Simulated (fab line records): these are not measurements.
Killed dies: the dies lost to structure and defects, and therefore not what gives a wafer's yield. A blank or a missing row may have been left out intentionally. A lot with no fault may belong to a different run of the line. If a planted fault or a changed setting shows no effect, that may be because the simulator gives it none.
fab line records	flow sky130
record lots=10	wafers=30	lastDay=50
route steps=708 shown VIA4@652 METAL5@676 PAD_OPEN@696
lots untouched by any fault: they come from a run of this same line in which no faults occurred
startH: start of the lot's first displayed wafer, in hours after the record's first day	waitH: hours elapsed since this lot's preceding step	" unchanged from the row above	L1.1+2: a row that stands for several wafers	- no value, or no start was given	* or withheld: withheld	< > ~ a bound
route shown NAME@n: a module of which the file shows steps, and the number in the route of the first	usual: mean/standard deviation taken from wafers without a fault	same: alike in all rows	chamber/n: place in a boat	sites: per-site readings	_std_site: their standard deviation	_edge_site: outer sites' mean less inner sites'	radiusMm: for every site, how far away it sits from the centre of the wafer	mask NAME#n: copy n	behind: the most recent tool/chamber to have shaped the wafer	hold: why the lot was held/for how many hours/how that ended	device: transistor that didn't switch, given as n, p or np	end of line: the same wafers' tests at the end of the route	a step with no rows: only its recipe	killed: at the first sort, the dies lost to defects and structure; wafer yield is something else	map: the dies of a wafer, with x for killed, . for not killed, _ for no die there
set.NAME: the setting the step ran with; set.NAME@STEP: the setting that earlier step ran with	model.NAME: the simulator's own value behind a step, which no gauge read
one table for each step of the route and one row for each wafer, over a sample of lots
services: a tool's chamber out of use, with start hour (startH, from the record's first day; less than 0 if before it), hours out, and reason
## steps
# step SKY_VIA4_STRIP_13
# recipe chemistry=O2/N2	powerW=1400	pressureMtorr=1500	platenTempC=withheld	o2FlowSccm=3000	n2FlowSccm=300	overashFraction=0.5
# usual drypumpMotorCurrentA=5.6/0.47	oesProductAu=0.709/0.0037	stripTimeToEndpointS=12.805/0.027
lot.wafer	tool	chamber	startH	waitH	drypumpMotorCurrentA	oesProductAu	rfHoursCounterH	stripTimeToEndpointS
L737.2	plasmaAsher-04	0	1028.71	-	5.7	0.709	119	12.810
L737.3	"	0	"	"	5.8	0.720	-	12.763
L737.5	"	0	"	"	5.7	0.714	-	12.765
L740.2	plasmaAsher-04	1	1041.31	-	5.9	0.706	120	12.790
L740.3	"	1	"	"	5.9	0.710	-	12.823
L740.4	"	0	"	"	5.7	0.709	-	12.787
L741.1	plasmaAsher-04	1	1046.00	-	6.0	0.708	121	12.854
L741.3	"	1	"	"	6.0	0.715	-	12.804
L741.6	"	1	"	"	6.0	0.711	-	12.800
L743.1	plasmaAsher-02	1	1067.53	-	5.4	0.708	63	12.820
L743.4	"	0	"	"	4.9	0.714	-	12.790
L743.6	"	0	"	"	5.0	0.710	-	12.839
L746.3	plasmaAsher-02	0	1076.53	-	4.9	0.713	-	12.862
L746.4	"	1	"	"	5.4	0.707	-	12.846
L746.6	"	1	"	"	5.4	0.714	-	12.855
L750.1	plasmaAsher-01	1	1098.96	-	5.6	0.714	35	12.805
L750.3	"	1	"	"	5.6	0.709	-	12.837
L750.5	"	1	"	"	5.6	0.717	-	12.791
L752.1	plasmaAsher-01	1	1118.98	-	5.6	0.712	37	12.810
L752.3	"	1	"	"	5.6	0.711	-	12.765
L752.6	"	0	"	"	6.4	0.711	-	12.837
L755.2	plasmaAsher-02	1	1127.00	-	5.4	0.710	69	12.795
L755.3	"	0	"	"	4.9	0.709	-	12.789
L755.6	"	1	"	"	5.4	0.707	-	12.780
L758.3	plasmaAsher-02	0	1144.15	-	4.9	0.705	-	12.808
L758.4	"	1	"	"	5.4	0.709	-	12.811
L758.5	"	0	"	"	5.0	0.706	-	12.764
L757.2	plasmaAsher-04	1	1146.50	-	6.0	0.713	8	12.784
L757.4	"	1	"	"	6.0	0.709	-	12.778
L757.5	"	0	"	"	5.8	0.713	-	12.843
# step SKY_METAL5_METAL_ETCH_15
# recipe targetDepthA=12600	stopOn=SiO2	overEtchFrac=0.2	timeS=252	chemistry=Cl2/BCl3	resistSidewallDeg=86	pressureMtorr=10	icpW=900	biasW=48.5	Cl2_flow_sccm=60	bcl3FlowSccm=30
# usual drypumpMotorCurrentA=5.6/0.52	heBacksideLeakSccm=3.26/0.14	oesProductAu=0.894/0.0049	throttleValvePct=22.263/0.0094
lot.wafer	tool	chamber	startH	waitH	drypumpMotorCurrentA	heBacksideLeakSccm	oesProductAu	rfHoursCounterH	throttleValvePct
L737.2	rieMetal-02	0	1052.72	0.0	6.3	3.32	0.895	15	22.259
L737.3	"	1	"	"	5.8	3.24	0.896	-	22.272
L737.5	"	0	"	"	6.3	3.25	0.895	-	22.265
L740.2	rieMetal-03	1	1063.74	0.0	6.0	3.67	0.901	13	22.264
L740.3	"	0	"	"	5.2	3.18	0.894	-	22.269
L740.4	"	1	"	"	6.0	3.41	0.891	-	22.273
L741.1	rieMetal-03	1	1069.32	0.0	6.0	3.31	0.904	13	22.267
L741.3	"	1	"	"	6.0	3.22	0.890	-	22.250
L741.6	"	0	"	"	5.3	3.31	0.890	-	22.262
L743.1	rieMetal-04	0	1090.37	0.0	4.8	3.39	0.892	2	22.275
L743.4	"	0	"	"	4.8	3.45	0.893	-	22.265
L743.6	"	1	"	"	5.8	3.05	0.889	-	22.258
L746.3	rieMetal-04	1	1098.58	0.1	5.8	3.14	0.888	-	22.246
L746.4	"	0	"	"	4.8	3.37	0.892	-	22.281
L746.6	"	0	"	"	4.8	3.35	0.893	-	22.245
L750.1	rieMetal-02	0	1121.36	0.0	6.3	3.24	0.885	22	22.253
L750.3	"	0	"	"	6.3	3.21	0.893	-	22.258
L750.5	"	0	"	"	6.3	3.22	0.905	-	22.273
L752.1	rieMetal-02	0	1140.14	0.0	6.2	3.31	0.902	24	22.265
L752.3	"	0	"	"	6.3	3.17	0.905	-	22.259
L752.6	"	0	"	"	6.2	3.33	0.891	-	22.277
L755.2	rieMetal-04	1	1147.29	0.0	5.8	3.28	0.886	15	22.277
L755.3	"	0	"	"	4.8	3.41	0.895	-	22.275
L755.6	"	0	"	"	4.8	3.38	0.891	-	22.278
L758.3	rieMetal-02	0	1164.12	0.1	6.2	3.30	0.899	-	22.275
L758.4	"	1	"	"	5.8	3.18	0.905	-	22.267
L758.5	"	1	"	"	5.8	3.06	0.892	-	22.274
L757.2	rieMetal-04	0	1165.84	0.0	4.8	3.48	0.893	9	22.284
L757.4	"	1	"	"	5.8	3.05	0.891	-	22.265
L757.5	"	1	"	"	5.8	3.10	0.901	-	22.259
# step SKY_METAL5_STRIP_16
# recipe chemistry=O2/N2	powerW=1400	pressureMtorr=1500	platenTempC=withheld	o2FlowSccm=3000	n2FlowSccm=300	overashFraction=0.5
# usual drypumpMotorCurrentA=5.5/0.54	oesProductAu=0.710/0.0045	stripTimeToEndpointS=13.17/0.19
lot.wafer	tool	chamber	startH	waitH	drypumpMotorCurrentA	oesProductAu	rfHoursCounterH	stripTimeToEndpointS
L737.2	plasmaAsher-02	1	1052.96	0.2	5.4	0.710	61	13.34
L737.3	"	0	"	"	5.0	0.712	-	12.88
L737.5	"	1	"	"	5.4	0.708	-	13.25
L740.2	plasmaAsher-02	1	1063.97	0.2	5.4	0.705	63	13.05
L740.3	"	1	"	"	5.4	0.715	-	12.83
L740.4	"	0	"	"	4.9	0.705	-	12.94
L741.1	plasmaAsher-03	0	1069.56	0.2	4.9	0.702	94	12.87
L741.3	"	1	"	"	6.3	0.715	-	12.92
L741.6	"	1	"	"	6.3	0.712	-	12.84
L743.1	plasmaAsher-04	1	1090.61	0.2	6.0	0.706	2	13.23
L743.4	"	1	"	"	6.0	0.706	-	13.05
L743.6	"	0	"	"	5.8	0.719	-	13.38
L746.3	plasmaAsher-04	0	1098.82	0.1	5.8	0.709	-	13.45
L746.4	"	1	"	"	6.0	0.711	-	13.25
L746.6	"	1	"	"	6.0	0.713	-	13.17
L750.1	plasmaAsher-04	1	1121.60	0.2	6.0	0.714	5	13.27
L750.3	"	1	"	"	6.0	0.720	-	13.40
L750.5	"	1	"	"	6.0	0.706	-	13.36
L752.1	plasmaAsher-03	1	1140.37	0.2	6.3	0.708	101	12.99
L752.3	"	0	"	"	4.9	0.706	-	13.23
L752.6	"	1	"	"	6.4	0.716	-	13.23
L755.2	plasmaAsher-02	1	1147.52	0.2	5.4	0.715	71	13.54
L755.3	"	1	"	"	5.4	0.711	-	13.19
L755.6	"	1	"	"	5.4	0.712	-	13.18
L758.3	plasmaAsher-03	0	1164.31	0.1	4.9	0.706	-	13.22
L758.4	"	1	"	"	6.3	0.711	-	12.86
L758.5	"	1	"	"	6.3	0.717	-	13.02
L757.2	plasmaAsher-02	0	1166.08	0.2	4.9	0.710	73	12.95
L757.4	"	0	"	"	5.0	0.707	-	13.33
L757.5	"	0	"	"	5.0	0.708	-	13.24
# step SKY_PAD_OPEN_COAT_02
# recipe spinRpm=2000	resistThkNm=3000
# usual resistLineTempC=22.99/0.11	spinSpeedRpm=2000.0/1.4
lot.wafer	tool	chamber	startH	waitH	resistLineTempC	spinSpeedRpm
L737.2	lithoTrack-02	0	1084.99	0.1	23.05	2000.9
L737.3	"	0	"	"	23.15	1998.2
L737.5	"	0	"	"	23.16	2000.6
L740.2	lithoTrack-02	0	1097.94	0.1	23.16	1998.9
L740.3	"	0	"	"	22.96	2001.6
L740.4	"	0	"	"	22.92	2001.1
L741.1	lithoTrack-02	0	1101.52	0.1	23.03	2001.0
L741.3	"	0	"	"	23.05	2001.4
L741.6	"	0	"	"	23.00	2002.2
L743.1	lithoTrack-01	0	1121.98	0.1	22.89	2001.9
L743.4	"	0	"	"	22.90	2001.3
L743.6	"	0	"	"	22.91	2001.2
L746.3	lithoTrack-04	0	1128.86	0.1	23.06	2000.7
L746.4	"	0	"	"	22.92	2001.3
L746.6	"	0	"	"	23.10	1998.9
L750.1	lithoTrack-02	0	1150.12	0.1	22.94	1999.9
L750.3	"	0	"	"	23.05	1997.5
L750.5	"	0	"	"	22.92	1996.6
L752.1	lithoTrack-02	0	1167.47	0.1	23.14	2039.0
L752.3	"	0	"	"	23.24	2039.5
L752.6	"	0	"	"	23.01	2040.4
L755.2	lithoTrack-02	0	1173.89	0.1	23.14	2039.1
L755.3	"	0	"	"	23.14	2041.4
L755.6	"	0	"	"	23.09	2038.0
L758.3	lithoTrack-01	0	1188.53	0.1	23.04	1999.8
L758.4	"	0	"	"	22.85	2000.4
L758.5	"	0	"	"	23.04	1998.8
L757.2	lithoTrack-04	0	1191.38	0.1	23.11	2000.6
L757.4	"	0	"	"	23.05	2000.0
L757.5	"	0	"	"	23.04	2000.1
# step SKY_PAD_OPEN_STRIP_08
# recipe chemistry=O2/N2	powerW=1400	pressureMtorr=1500	platenTempC=withheld	overashFraction=0.7	o2FlowSccm=3000	n2FlowSccm=300
# usual drypumpMotorCurrentA=5.9/0.49	oesProductAu=0.663/0.0051	stripTimeToEndpointS=37.13/0.12
lot.wafer	tool	chamber	startH	waitH	drypumpMotorCurrentA	oesProductAu	rfHoursCounterH	stripTimeToEndpointS
L737.2	plasmaAsher-03	0	1096.21	0.1	4.8	0.666	96	37.19
L737.3	"	0	"	"	4.9	0.662	-	37.11
L737.5	"	0	"	"	4.9	0.662	-	37.12
L740.2	plasmaAsher-01	0	1107.61	0.1	6.4	0.662	36	37.01
L740.3	"	0	"	"	6.4	0.661	-	37.02
L740.4	"	1	"	"	5.6	0.668	-	36.93
L741.1	plasmaAsher-04	1	1111.61	0.1	6.0	0.657	4	37.04
L741.3	"	1	"	"	6.0	0.657	-	36.95
L741.6	"	0	"	"	5.7	0.655	-	37.06
L743.1	plasmaAsher-01	1	1131.36	0.1	5.6	0.658	38	37.21
L743.4	"	0	"	"	6.4	0.664	-	37.02
L743.6	"	1	"	"	5.6	0.663	-	37.19
L746.3	plasmaAsher-04	1	1139.26	0.1	6.0	0.659	-	37.23
L746.4	"	0	"	"	5.7	0.663	-	37.37
L746.6	"	0	"	"	5.7	0.675	-	37.29
L750.1	plasmaAsher-01	0	1159.51	0.1	6.4	0.664	41	37.17
L750.3	"	0	"	"	6.4	0.670	-	37.10
L750.5	"	1	"	"	5.6	0.656	-	37.15
L752.1	plasmaAsher-01	0	1176.31	0.1	6.4	0.666	42	36.77
L752.3	"	1	"	"	5.6	0.666	-	36.78
L752.6	"	1	"	"	5.6	0.673	-	36.80
L755.2	plasmaAsher-01	0	1183.01	0.1	6.4	0.673	43	36.70
L755.3	"	0	"	"	6.4	0.658	-	36.59
L755.6	"	1	"	"	5.6	0.663	-	36.62
L758.3	plasmaAsher-01	0	1196.47	0.1	6.4	0.662	-	37.00
L758.4	"	1	"	"	5.6	0.664	-	37.12
L758.5	"	0	"	"	6.4	0.668	-	36.97
L757.2	plasmaAsher-01	0	1199.66	0.1	6.4	0.668	45	37.39
L757.4	"	0	"	"	6.4	0.669	-	37.26
L757.5	"	0	"	"	6.4	0.663	-	37.19
## services
tool	chamber	startH	hours	kind
rieMetal-03	0	1014.92	2.2	repair
plasmaAsher-01	-	1020.89	3.7	repair
rieMetal-04	0	1041.55	-	clean
rieMetal-04	0	1041.55	20.2	scheduledDown
rieMetal-04	0	1041.55	20.2	ventCycle
plasmaAsher-04	-	1055.25	9.0	pm
plasmaAsher-04	0	1055.25	9.0	ventCycle
plasmaAsher-04	1	1055.25	9.0	ventCycle
plasmaAsher-04	0	1064.25	-	clean
plasmaAsher-04	1	1064.25	-	clean
rieMetal-02	1	1096.74	-	clean
rieMetal-02	1	1096.74	14.1	scheduledDown
rieMetal-02	1	1096.74	14.1	ventCycle
rieMetal-03	-	1126.13	2.8	pm
## key
firstSign step=SKY_PAD_OPEN_COAT_02	reading=spinSpeedRpm	direction=up	sigmas=29	usual=2000.0	struck=2039.6
effect step=SKY_PAD_OPEN_STRIP_08	reading=stripTimeToEndpointS	direction=down	sigmas=3.4	usual=*	struck=*
metAt SKY_PAD_OPEN_COAT_02
struckLots L752,L755
notActingAt SKY_VIA4_STRIP_13,SKY_METAL5_METAL_ETCH_15,SKY_METAL5_STRIP_16
onsetBetween 1150.12 1167.47
fault kind=processParameterDrift	tool=lithoTrack-02	chamber=-	onsetH=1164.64	steps=SKY_PAD_OPEN_COAT_02	channel=spinRpm	offset=39.94	shape=step	endH=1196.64	actsIn=theseRecipesOnly	stated=2000
